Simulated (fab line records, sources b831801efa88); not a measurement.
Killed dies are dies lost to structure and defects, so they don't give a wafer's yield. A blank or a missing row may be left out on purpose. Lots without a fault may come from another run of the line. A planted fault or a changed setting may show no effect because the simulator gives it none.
fab line records | flow sky130 | part 1 of 2: steps 1 to 37 of 38
record lots=6 wafers=17 last_day=49
route steps=708 shown SD_N@350 SD_P@359 RES_XHIGH@360 SALICIDE@361 LI_CONTACT@362 LOCAL_INTERCONNECT@387 PAD_OPEN@708
lots that met no fault: from a run of the same line without faults
start_h: hours from the record's first day to the start of the lot's first wafer shown | wait_h: hours since the lot's step before | " the same as in the row above | L1.1+2: a row that stands for several wafers | - no value, or no start given | * or withheld: withheld | < > ~ a bound
route shown NAME@n: a module of which the file shows steps, and the number in the route of the first | usual: mean/standard deviation of fault-free wafers | same: alike in all rows | chamber/n: place in a boat | sites: the reading at each site | _std_site: their standard deviation | _edge_site: outer sites' mean less inner sites' | radius_mm: how far each site lies from the wafer's centre | mask NAME#n: copy n | behind: the tool/chamber that last shaped the wafer | hold: why the lot was held/for how many hours/how that ended | device: the transistor (n, p or np) that didn't switch | end of line: the same wafers' tests at the end of the route | a step without rows: its recipe alone | killed: dies lost to structure and defects at the first sort, not the wafer's yield | map: a wafer's dies, x killed, . not, _ none there
set.NAME: the setting as run; set.NAME@STEP: as run at that earlier step | model.NAME: the simulator's own value behind a step, which no gauge read
lots at some steps of the route; a table a step, a row a wafer
services: from which hour (start_h, from the record's first day; less than 0 if before it) a tool's chamber was out of use, for how many hours, and why
## steps
# step SKY_SD_N_OVL_MEAS_08
# usual SD_N_OVL=0.4/1.3
# columns lot.wafer tool chamber start_h wait_h SD_N_OVL[nm]
L193.2 overlay-02 - 648.77 0.1 2.4
L193.4 " - " " 1.5
L193.5 " - " " 3.4
L198.1 overlay-02 - 696.95 0.1 -1.8
L198.4 " - " " -0.3
L198.6 " - " " -0.2
L199.2 overlay-01 - 708.11 0.1 -1.0
L199.3 " - " " -2.1
L199.5 " - " " -0.2
L202.1 overlay-02 - 729.22 0.1 0.6
L202.4 " - " " 0.7
L202.6 " - " " 2.2
L206.1 overlay-02 - 761.06 0.1 -0.3
L206.2 " - " " 0.3
L206.6 " - " " -0.5
L208.1 overlay-02 - 800.77 0.1 0.1
L208.3 " - " " 2.6
# step SKY_SD_N_IMPLANT_09
# recipe species=As energy_kev=50 dose_cm2=4e+15 tilt_deg=0
# step SKY_SD_N_IMPLANT_10
# recipe species=P energy_kev=20 dose_cm2=1e+14 tilt_deg=0
# step SKY_SD_N_STRIP_11
# recipe chemistry=O2/N2 power_w=1400 pressure_mtorr=1500 platen_temp_c=withheld o2_flow_sccm=3000 n2_flow_sccm=300 overash_fraction=0.5
# step SKY_SD_N_TW_MEAS_12
# usual SD_N_TW=3962/28
# columns lot.wafer tool chamber start_h wait_h SD_N_TW
L193.2 film_metro-01 - 649.22 0.1 3986
L193.4 " - " " 3978
L193.5 " - " " 3983
L198.1 film_metro-02 - 697.39 0.1 3928
L198.4 " - " " 3931
L198.6 " - " " 3936
L199.2 film_metro-02 - 708.55 0.1 3941
L199.3 " - " " 3935
L199.5 " - " " 3908
L202.1 film_metro-03 - 729.66 0.1 3941
L202.4 " - " " 3934
L202.6 " - " " 3920
L206.1 film_metro-02 - 761.50 0.1 3977
L206.2 " - " " 3974
L206.6 " - " " 4001
L208.1 film_metro-01 - 801.21 0.1 3997
L208.3 " - " " 3990
# step SKY_SD_N_CLEAN_13
# recipe chemistry=SC1/SC2 mix=1:4:20 temp_c=70 time_s=150 dry=n2_spin
# step SKY_SD_N_RTA_14
# recipe temp_c=1075 time_s=2 idle_temp_c=650 ramp_up_c_per_s=150 ramp_down_c_per_s=90 ambient=N2
# step SKY_SD_N_RS_MEAS_16
# recipe thk_meas_gauge=four-point-probe
# usual SD_N_RS=68.64/0.13
# columns lot.wafer tool chamber start_h wait_h SD_N_RS[ohm/sq]
L193.2 film_metro-02 - 649.51 0.1 68.76
L193.4 " - " " 68.77
L193.5 " - " " 68.68
L198.1 film_metro-03 - 697.67 0.1 68.75
L198.4 " - " " 68.67
L198.6 " - " " 68.74
L199.2 film_metro-03 - 708.85 0.1 68.80
L199.3 " - " " 68.72
L199.5 " - " " 68.72
L202.1 film_metro-02 - 729.96 0.1 68.63
L202.4 " - " " 68.51
L202.6 " - " " 68.56
L206.1 film_metro-01 - 761.78 0.1 68.44
L206.2 " - " " 68.50
L206.6 " - " " 68.49
L208.1 film_metro-03 - 801.50 0.1 68.50
L208.3 " - " " 68.52
# step SKY_SD_N_RS_MEAS_17
# recipe thk_meas_gauge=four-point-probe
# usual SD_P_RS=147.3/0.43
# columns lot.wafer tool chamber start_h wait_h SD_P_RS[ohm/sq]
L193.2 film_metro-02 - 649.63 0.1 147.8
L193.4 " - " " 147.9
L193.5 " - " " 147.8
L198.1 film_metro-03 - 697.79 0.1 147.6
L198.4 " - " " 147.5
L198.6 " - " " 148.1
L199.2 film_metro-03 - 708.97 0.1 147.5
L199.3 " - " " 147.8
L199.5 " - " " 147.7
L202.1 film_metro-02 - 730.08 0.1 147.1
L202.4 " - " " 147.3
L202.6 " - " " 147.4
L206.1 film_metro-01 - 761.90 0.1 146.3
L206.2 " - " " 147.3
L206.6 " - " " 147.0
L208.1 film_metro-03 - 801.62 0.1 147.3
L208.3 " - " " 147.2
# step SKY_SD_N_RS_MEAS_18
# recipe thk_meas_gauge=four-point-probe
# usual RES_XHIGH_RS=333.7/1.2
# columns lot.wafer tool chamber start_h wait_h RES_XHIGH_RS[ohm/sq]
L193.2 film_metro-02 - 649.75 0.1 335.1
L193.4 " - " " 334.3
L193.5 " - " " 334.7
L198.1 film_metro-03 - 697.91 0.1 332.9
L198.4 " - " " 332.9
L198.6 " - " " 333.3
L199.2 film_metro-03 - 709.09 0.1 334.3
L199.3 " - " " 334.3
L199.5 " - " " 333.7
L202.1 film_metro-02 - 730.20 0.1 334.5
L202.4 " - " " 334.9
L202.6 " - " " 332.9
L206.1 film_metro-01 - 762.02 0.1 332.0
L206.2 " - " " 335.1
L206.6 " - " " 333.9
L208.1 film_metro-03 - 801.74 0.1 333.8
L208.3 " - " " 335.5
# step SKY_SALICIDE_CLEAN_00
# recipe chemistry=HF-last time_s=30 dilution=100:1 dry=ipa_marangoni
# step SKY_LI_CONTACT_HDPCVD_00
# recipe material=PSG target_thk_nm=930 sigma_open_frac=0.3 time_s=155 temp_c=600 sih4_flow_sccm=60 pressure_mtorr=6
# columns lot.wafer tool chamber start_h wait_h model.PSG_of_LI_CONTACT_HDPCVD_00.thk_nm
L193.2 hdpcvd-02 1 649.87 0.0 934.5
L193.4 " 1 " " 927.2
L193.5 " 2 " " 931
L198.1 hdpcvd-01 1 698.05 0.0 930.7
L198.4 " 0 " " 959.5
L198.6 " 1 " " 931.8
L199.2 hdpcvd-02 0 709.20 0.0 937.3
L199.3 " 2 " " 929.2
L199.5 " 2 " " 942.3
L202.1 hdpcvd-01 2 730.33 0.0 943.2
L202.4 " 0 " " 938.5
L202.6 " 1 " " 933.7
L206.1 hdpcvd-02 0 762.16 0.0 430.5
L206.2 " 2 " " 443.6
L206.6 " 1 " " 935.8
L208.1 hdpcvd-02 0 801.88 0.0 452.8
L208.3 " 2 " " 922.7
# step SKY_LI_CONTACT_THK_MEAS_01
# recipe reads=PSG_of_LI_CONTACT_HDPCVD_00
# usual LI_CONTACT_HDPCVD_THK=934/10
# columns lot.wafer tool chamber start_h wait_h LI_CONTACT_HDPCVD_THK[nm]
L193.2 film_metro-03 - 649.98 0.1 933
L193.4 " - " " 927
L193.5 " - " " 932
L198.1 film_metro-01 - 698.15 0.1 931
L198.4 " - " " 960
L198.6 " - " " 932
L199.2 film_metro-03 - 709.31 0.1 938
L199.3 " - " " 929
L199.5 " - " " 943
L202.1 film_metro-01 - 730.44 0.1 944
L202.4 " - " " 938
L202.6 " - " " 934
L206.1 film_metro-03 - 762.26 0.1 431
L206.2 " - " " 443
L206.6 " - " " 935
L208.1 film_metro-03 - 801.98 0.1 453
L208.3 " - " " 922
# step SKY_LI_CONTACT_CMP_02
# recipe material=PSG down_force_psi=4 platen_rpm=60 pad_velocity_m_s=0.94248
# usual motor_current_A=12.0/1.3 time_to_endpoint_s=35/4.9
# columns lot.wafer tool chamber start_h wait_h motor_current_A time_to_endpoint_s
L193.2 cmp-02 1 650.08 0.1 10.6 26
L193.4 " 2 " " 11.9 32
L193.5 " 0 " " 10.9 33
L198.1 cmp-02 0 698.26 0.1 11.0 37
L198.4 " 1 " " 10.7 27
L198.6 " 3 " " 11.7 39
L199.3 cmp-02 1 709.36 0.0 10.3 26
L199.2 " 2 " " 11.9 31
L199.5 " 2 " " 12.1 33
L202.4 cmp-01 2 730.50 0.0 10.8 41
L202.1 " 1 " " 11.8 36
L202.6 " 3 " " 15.1 42
L206.2 cmp-01 3 762.32 0.0 15.0 26
L206.1 " 1 " " 12.7 20
L206.6 " 3 " " 14.7 46
L208.3 cmp-02 2 802.04 0.0 11.3 29
L208.1 " 0 " " 11.1 20
# step SKY_LI_CONTACT_BOW_MEAS_03
# recipe mode=bow
# usual LI_CONTACT_BOW=55/6.4
# columns lot.wafer tool chamber start_h wait_h LI_CONTACT_BOW[um]
L193.2 film_metro-02 - 650.35 0.2 53
L193.4 " - " " 59
L193.5 " - " " 56
L198.1 film_metro-03 - 698.51 0.2 49
L198.4 " - " " 39
L198.6 " - " " 59
L199.2 film_metro-01 - 709.68 0.2 56
L199.3 " - " " 51
L199.5 " - " " 46
L202.1 film_metro-01 - 730.80 0.1 54
L202.4 " - " " 53
L202.6 " - " " 59
L206.1 film_metro-02 - 762.62 0.1 45
L206.2 " - " " 55
L206.6 " - " " 57
L208.1 film_metro-03 - 802.34 0.1 67
L208.3 " - " " 63
# step SKY_LI_CONTACT_DEHYDRATE_04
# recipe temp_c=200 time_s=60
# step SKY_LI_CONTACT_HMDS_05
# recipe prime_time_s=60 prime_temp_c=120
# step SKY_LI_CONTACT_COAT_06
# recipe resist=BARC temp_c=withheld time_s=withheld spin_rpm=3000 resist_thk_nm=60
# step SKY_LI_CONTACT_COAT_07
# recipe resist=KrF-thick spin_rpm=3000 resist_thk_nm=450
# step SKY_LI_CONTACT_SOFTBAKE_08
# recipe temp_c=100 time_s=90 resist=KrF-thick
# step SKY_LI_CONTACT_EXPOSE_09
# recipe mask_id=LICM1 na=0.8 source_shape=annular sigma_inner=0.55 sigma_outer=0.85 target_cd_nm=170 dose_mj=38
# step SKY_LI_CONTACT_PEB_10
# recipe peb_temp_c=withheld peb_time_s=withheld resist=KrF-thick
# step SKY_LI_CONTACT_DEVELOP_11
# recipe develop_time_s=60 resist=KrF-thick dev_temp_c=21
# step SKY_LI_CONTACT_CD_MEAS_12
# recipe target_cd_nm=170
# usual cd_nm=170.0/1.6
# columns lot.wafer tool chamber start_h wait_h cd_nm
L193.2 cd_sem-01 - 678.75 - 172.7
L193.4 " - " " 172.0
L193.5 " - " " 170.4
L198.1 cd_sem-01 - 726.75 - 170.1
L198.4 " - " " 170.7
L198.6 " - " " 170.8
L199.2 cd_sem-02 - 737.37 - 169.3
L199.3 " - " " 169.2
L199.5 " - " " 168.7
L202.1 cd_sem-02 - 758.15 - 166.3
L202.4 " - " " 166.9
L202.6 " - " " 167.2
L206.1 cd_sem-01 - 789.50 - 168.4
L206.2 " - " " 168.8
L206.6 " - " " 167.9
L208.1 cd_sem-02 - 828.65 - 168.9
L208.3 " - " " 168.8
# step SKY_LI_CONTACT_OVL_MEAS_13
# usual LI_CONTACT_OVL=1/4.8
# columns lot.wafer tool chamber start_h wait_h LI_CONTACT_OVL[nm]
L193.2 overlay-02 - 678.86 0.1 2
L193.4 " - " " -2
L193.5 " - " " -1
L198.1 overlay-02 - 726.87 0.1 -7
L198.4 " - " " -2
L198.6 " - " " 2
L199.2 overlay-02 - 737.48 0.1 1
L199.3 " - " " 0
L199.5 " - " " -2
L202.1 overlay-02 - 758.27 0.1 4
L202.4 " - " " 6
L202.6 " - " " 8
L206.1 overlay-01 - 789.62 0.1 1
L206.2 " - " " 4
L206.6 " - " " 2
L208.1 overlay-01 - 828.77 0.1 -3
L208.3 " - " " 3
# step SKY_LI_CONTACT_ETCH_14
# recipe chemistry=N2/H2 target=BARC ion_energy_ev=200 source_w=500 bias_w=100 pressure_mtorr=30 n2_flow_sccm=100 h2_flow_sccm=200 stop_on=SiO2 time_s=45.9 target_depth_a=600
# usual drypump_motor_current_A=5.7/0.45 oes_product_au=0.855/0.0045 throttle_valve_pct=13.226/0.0091
# columns lot.wafer tool chamber start_h wait_h drypump_motor_current_A oes_product_au rf_hours_counter_h throttle_valve_pct
L193.2 rie_diel-01 3 678.89 0.0 5.6 0.852 5 13.243
L193.4 " 1 " " 6.4 0.854 13 13.212
L193.5 " 0 " " 5.9 0.856 - 13.225
L198.1 rie_diel-02 3 726.91 0.0 5.1 0.860 20 13.228
L198.4 " 2 " " 5.9 0.853 19 13.213
L198.6 " 0 " " 6.0 0.858 - 13.217
L199.2 rie_diel-01 1 737.51 0.0 6.4 0.857 13 13.231
L199.3 " 0 " " 5.9 0.852 39 13.230
L199.5 " 0 " " 5.9 0.853 - 13.215
L202.1 rie_diel-01 1 758.31 0.0 6.4 0.852 14 13.246
L202.4 " 3 " " 5.6 0.857 6 13.236
L202.6 " 0 " " 5.9 0.848 - 13.238
L206.1 rie_diel-04 1 789.66 0.0 5.8 0.860 9 13.254
L206.2 " 2 " " 5.5 0.856 10 13.229
L206.6 " 3 " " 5.2 0.848 - 13.212
L208.1 rie_diel-01 0 828.81 0.0 5.9 0.852 1 13.222
L208.3 " 1 " " 6.4 0.861 15 13.224
# step SKY_LI_CONTACT_ETCH_15
# recipe target=PSG chemistry=C4F8/O2/Ar stop_on=Si taper_deg=4.15 mask_material=KrF-thick source_w=1500 bias_w=1200 pressure_mtorr=40 c4f8_flow_sccm=withheld O2_flow_sccm=6 Ar_flow_sccm=300 time_s=withheld target_depth_a=6000
# usual oes_product_au=0.837/0.0049
# columns lot.wafer tool chamber start_h wait_h oes_product_au model.etch.depth_nm model.LI_CONTACT.feature_depth_nm
L193.2 rie_diel-01 3 678.93 0.0 0.828 595.5 595.5
L193.4 " 1 " " 0.838 597.2 597.2
L193.5 " 0 " " 0.832 599.4 599.4
L198.1 rie_diel-02 3 726.95 0.0 0.836 599 599
L198.4 " 2 " " 0.832 593.8 593.8
L198.6 " 0 " " 0.852 597.8 597.8
L199.2 rie_diel-01 1 737.55 0.0 0.829 596.4 596.4
L199.3 " 0 " " 0.838 593.5 593.5
L199.5 " 0 " " 0.840 596.3 596.3
L202.1 rie_diel-01 1 758.35 0.0 0.845 596.4 596.4
L202.4 " 3 " " 0.833 596 596
L202.6 " 0 " " 0.838 599.1 599.1
L206.1 rie_diel-04 1 789.70 0.0 0.707 430.5 430.5
L206.2 " 2 " " 0.723 443.6 443.6
L206.6 " 3 " " 0.837 599.3 599.3
L208.1 rie_diel-01 0 828.85 0.0 0.725 452.8 452.8
L208.3 " 1 " " 0.835 596 596
# step SKY_LI_CONTACT_STRIP_16
# recipe chemistry=O2/N2 power_w=1400 pressure_mtorr=1500 platen_temp_c=withheld o2_flow_sccm=3000 n2_flow_sccm=300 overash_fraction=0.5
# step SKY_LI_CONTACT_CLEAN_17
# recipe chemistry=NMP time_s=600 temp_c=60 dry=n2_spin
# step SKY_LI_CONTACT_PRE_CLEAN_18
# recipe gas=Ar time_s=5.6 bias_v=358
# step SKY_LI_CONTACT_SPUTTER_19
# recipe material=Ti target_thk_nm=20 chamber_pressure_pa=5 power_w=2500 substrate_temp_c=200 time_s=106.37
# usual throttle_valve_pct=30.1/0.48
# columns lot.wafer tool chamber start_h wait_h throttle_valve_pct
L193.2 pvd_sputter-02 - 679.31 0.0 30.0
L193.4 " - " " 30.3
L193.5 " - " " 30.2
L198.1 pvd_sputter-01 - 727.33 0.0 30.3
L198.4 " - " " 31.3
L198.6 " - " " 29.7
L199.2 pvd_sputter-01 - 738.01 0.0 30.9
L199.3 " - " " 30.1
L199.5 " - " " 29.6
L202.1 pvd_sputter-01 - 758.73 0.0 30.9
L202.4 " - " " 30.1
L202.6 " - " " 30.3
L206.1 pvd_sputter-02 - 790.15 0.0 30.2
L206.2 " - " " 30.5
L206.6 " - " " 30.0
L208.1 pvd_sputter-02 - 829.24 0.0 30.1
L208.3 " - " " 29.5
# step SKY_LI_CONTACT_SPUTTER_20
# recipe material=TiN target_thk_nm=20 chamber_pressure_pa=5 power_w=4000 time_s=80
# usual throttle_valve_pct=30.2/0.49
# columns lot.wafer tool chamber start_h wait_h throttle_valve_pct
L193.2 pvd_sputter-02 - 679.39 0.0 29.8
L193.4 " - " " 30.4
L193.5 " - " " 30.1
L198.1 pvd_sputter-01 - 727.41 0.0 30.5
L198.4 " - " " 31.2
L198.6 " - " " 29.5
L199.2 pvd_sputter-01 - 738.09 0.0 30.8
L199.3 " - " " 30.0
L199.5 " - " " 29.7
L202.1 pvd_sputter-01 - 758.80 0.0 31.1
L202.4 " - " " 30.1
L202.6 " - " " 30.0
L206.1 pvd_sputter-02 - 790.23 0.0 30.1
L206.2 " - " " 30.4
L206.6 " - " " 29.8
L208.1 pvd_sputter-02 - 829.32 0.0 30.2
L208.3 " - " " 29.1
# step SKY_LI_CONTACT_CVD_21
# recipe material=W target_thk_nm=400 time_s=120.56 temp_c=400 pressure_torr=40
# usual heater_power_w=926/70
# columns lot.wafer tool chamber start_h wait_h heater_power_w
L193.2 cvd_w-01 0 679.45 0.0 883
L193.4 " 0 " " 889
L193.5 " 0 " " 882
L198.1 cvd_w-01 1 727.47 0.0 885
L198.4 " 0 " " 899
L198.6 " 1 " " 900
L199.2 cvd_w-02 1 738.15 0.0 908
L199.3 " 0 " " 1043
L199.5 " 0 " " 1059
L202.1 cvd_w-01 0 758.87 0.0 905
L202.4 " 1 " " 909
L202.6 " 0 " " 891
L206.1 cvd_w-02 0 790.29 0.0 1049
L206.2 " 1 " " 888
L206.6 " 1 " " 878
L208.1 cvd_w-01 1 829.38 0.0 902
L208.3 " 0 " " 912
# step SKY_LI_CONTACT_RS_MEAS_22
# recipe thk_meas_gauge=four-point-probe reads=W_of_LI_CONTACT_CVD_21+TiN_of_LI_CONTACT_SPUTTER_20+Ti_of_LI_CONTACT_SPUTTER_19
# usual LI_CONTACT_W_RS=0.285/0.0032
# columns lot.wafer tool chamber start_h wait_h LI_CONTACT_W_RS[ohm/sq]
L193.2 film_metro-02 - 679.59 0.1 0.289
L193.4 " - " " 0.289
L193.5 " - " " 0.288
L198.1 film_metro-03 - 727.59 0.1 0.285
L198.4 " - " " 0.284
L198.6 " - " " 0.290
L199.2 film_metro-03 - 738.29 0.1 0.286
L199.3 " - " " 0.286
L199.5 " - " " 0.289
L202.1 film_metro-02 - 758.99 0.1 0.283
L202.4 " - " " 0.281
L202.6 " - " " 0.282
L206.1 film_metro-01 - 790.41 0.1 0.285
L206.2 " - " " 0.287
L206.6 " - " " 0.288
L208.1 film_metro-01 - 829.50 0.1 0.290
L208.3 " - " " 0.285
# step SKY_LI_CONTACT_THK_MEAS_23
# recipe thk_meas_gauge=xrf reads=W_of_LI_CONTACT_CVD_21
# usual LI_CONTACT_W_THK=384/5.3
# columns lot.wafer tool chamber start_h wait_h LI_CONTACT_W_THK[nm]
L193.2 film_metro-02 - 679.70 0.1 378
L193.4 " - " " 377
L193.5 " - " " 379
L198.1 film_metro-03 - 727.71 0.1 380
L198.4 " - " " 382
L198.6 " - " " 375
L199.2 film_metro-03 - 738.40 0.1 380
L199.3 " - " " 380
L199.5 " - " " 376
L202.1 film_metro-02 - 759.11 0.1 386
L202.4 " - " " 388
L202.6 " - " " 391
L206.1 film_metro-01 - 790.53 0.1 386
L206.2 " - " " 380
L206.6 " - " " 382
L208.1 film_metro-01 - 829.62 0.1 376
L208.3 " - " " 381
# step SKY_LI_CONTACT_CMP_24
# recipe stop_on=PSG t_overpolish_s=20 down_force_psi=3.5 platen_rpm=60 target_thk_nm=0 pad_velocity_m_s=0.94248
# usual motor_current_A=11.0/1.3 overpolish_run_s=19.999/0.0097 time_to_endpoint_s=99/6.7
# columns lot.wafer tool chamber start_h wait_h motor_current_A overpolish_run_s time_to_endpoint_s model.PSG_of_LI_CONTACT_HDPCVD_00.thk_nm
L193.4 cmp-02 3 679.75 0.0 10.9 19.998 105 587.8
L193.2 " 2 " " 11.3 19.985 97 586
L193.5 " 0 " " 9.9 20.001 105 589.9
L198.4 cmp-01 3 727.82 0.1 14.6 19.998 105 584.3
L198.1 " 0 " " 11.0 19.999 96 589.5
L198.6 " 2 " " 9.6 19.987 95 588.3
L199.3 cmp-01 3 738.60 0.2 13.2 20.007 107 584
L199.2 " 0 " " 10.5 20.004 96 587
L199.5 " 3 " " 13.2 19.999 108 586.8
L202.4 cmp-01 2 759.27 0.1 9.9 19.983 103 586.5
L202.1 " 3 " " 13.9 19.988 106 587
L202.6 " 1 " " 11.0 19.997 96 589.6
L206.1 cmp-01 1 790.69 0.1 11.5 20.007 93 421
L206.2 " 2 " " 9.8 20.004 99 434.1
L206.6 " 3 " " 14.1 19.989 105 589.9
L208.1 cmp-01 0 829.68 0.1 11.2 19.985 95 443.3
L208.3 " 2 " " 10.2 20.002 102 586.5
# step SKY_LOCAL_INTERCONNECT_SPUTTER_00
# recipe material=TiN target_thk_nm=100 temp_c=300 power_w=6500 time_s=83.3 chamber_pressure_pa=0.4
# usual throttle_valve_pct=30.1/0.62
# columns lot.wafer tool chamber start_h wait_h throttle_valve_pct
L193.2 pvd_sputter-04 - 680.05 0.1 29.8
L193.4 " - " " 29.5
L193.5 " - " " 30.9
L198.1 pvd_sputter-04 - 728.07 0.1 31.1
L198.4 " - " " 29.8
L198.6 " - " " 31.1
L199.2 pvd_sputter-03 - 738.85 0.1 29.8
L199.3 " - " " 30.5
L199.5 " - " " 29.5
L202.1 pvd_sputter-01 - 759.47 0.1 30.9
L202.4 " - " " 30.3
L202.6 " - " " 29.9
L206.1 pvd_sputter-04 - 790.89 0.1 31.3
L206.2 " - " " 29.7
L206.6 " - " " 29.1
L208.1 pvd_sputter-03 - 829.98 0.2 29.5
L208.3 " - " " 30.5
## key
first_sign step=SKY_LI_CONTACT_THK_MEAS_01 reading=LI_CONTACT_HDPCVD_THK direction=down sigmas=49 usual=934 struck=442
effect step=SKY_LI_CONTACT_CMP_02 reading=time_to_endpoint_s direction=down sigmas=2.6 usual=* struck=*
effect step=SKY_LI_CONTACT_ETCH_15 reading=oes_product_au direction=down sigmas=24 usual=0.837 struck=0.718
model_effect step=SKY_LI_CONTACT_HDPCVD_00 value=PSG_of_LI_CONTACT_HDPCVD_00.thk_nm without=928.6 struck=442.3
model_effect step=SKY_LI_CONTACT_ETCH_15 value=etch.depth_nm without=598.4 struck=442.3
model_effect step=SKY_LI_CONTACT_CMP_24 value=PSG_of_LI_CONTACT_HDPCVD_00.thk_nm without=588.9 struck=432.8
model_effect step=SKY_PAD_OPEN_PROBE_99 value=etest.cap_li_to_poly.c_af_um2 without=99.7 struck=182.1
met_at SKY_LI_CONTACT_HDPCVD_00
struck_wafers L206.1,L206.2,L208.1
sort_left_out L208.1
tester_left_out L206,L208
onset_between 709.20 762.16
fault kind=process_parameter_drift tool=hdpcvd-02 chamber=- onset_h=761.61 steps=SKY_LI_CONTACT_HDPCVD_00 channel=target_thk_nm offset=-486.37 shape=step end_h=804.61 scope=struck_wafers_only acts_in=these_recipes_only stated=930
# tester_left_out: of these lots the tester's yield and bins aren't shown, on N5 and GAA mostly nor the transistor test; their killed dies are dies lost to structure and defects alone, not to doping, threshold or leakage, so they don't give the yield
# sort_left_out: the simulated sort isn't trusted on such a fault, so these wafers' sort isn't shown, and their yield isn't known
